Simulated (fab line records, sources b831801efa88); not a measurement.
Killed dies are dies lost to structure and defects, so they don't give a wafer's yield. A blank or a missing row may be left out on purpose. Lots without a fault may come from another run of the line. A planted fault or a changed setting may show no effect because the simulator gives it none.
One fault seen from 2 desks | flow sky130 | each desk has only its own numbers; what lay behind them comes last

THE METROLOGY DESK
What the gauges read, lot by lot, whatever tool the lot ran on: means of the sampled wafers that have a number. A lot is out of limits, marked OUT, if its mean lies more than 4 standard deviations from the usual mean; the brackets give that distance.
Columns: A = VIA2_BOW at SKY_VIA2_BOW_MEAS_03, usual 87 um
lot  | first seen here | A
L579 | day 35 22:01    | 84
L580 | day 36 11:19    | 93
L581 | day 36 15:41    | 94
L582 | day 37 00:04    | 91
L584 | day 37 19:18    | 93
L587 | day 38 20:27    | 84
L588 | day 38 21:54    | 85
L589 | day 39 05:37    | 94
L592 | day 40 04:21    | 84
L593 | day 40 10:26    | 93
L595 | day 41 01:12    | 92
L600 | day 42 06:41    | 82
This desk's finding: nothing out of limits on any of the 12 lots.

THE TOOL OWNER'S DESK: pvd_sputter-03
The tool's own readings at SKY_METAL3_SPUTTER_02 (material AlCu, target thk 735 nm, time 39.1 s): means of the sampled wafers that have a number, for each lot that ran on this tool. A lot is out of limits, marked OUT, if its mean lies more than 4 standard deviations from the usual mean; the brackets give that distance.
Columns: A = chamber_pressure_pa at SKY_METAL3_SPUTTER_02, usual 0.4000 Pa; B = throttle_valve_pct at SKY_METAL3_SPUTTER_02, usual 29.6 %
lot  | first seen here | A                | B
L579 | day 37 02:05    | 0.3999           | 30.0
L582 | day 38 03:26    | 0.3995           | 29.9
L587 | day 39 22:59    | 0.3498 (-62) OUT | 31.4
L588 | day 40 00:41    | 0.3498 (-62) OUT | 32.1
This desk's finding: out of limits on L587, L588; first on L587, day 39 22:59 (chamber_pressure_pa at SKY_METAL3_SPUTTER_02). In limits: L579, L582.

PUT TOGETHER
The tool owner's desk could have raised an alarm at day 39 22:59, on L587, L588.
The metrology desk saw nothing out of limits.
The metrology desk has L587, L588 on record, within its limits.
Of the lots named, all ran SKY_METAL3_SPUTTER_02 on pvd_sputter-03.

WHAT THE SIMULATOR HAD PUT IN
Process parameter drift: pvd_sputter-03, from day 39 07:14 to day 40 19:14, at SKY_METAL3_SPUTTER_02. Setting chamber_pressure_pa, moved by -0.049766, from 0.4. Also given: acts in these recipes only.
Lots struck among those shown: L587, L588.
Hours from the fault's start to each desk's first reading out of limits: the tool owner's desk, 16.
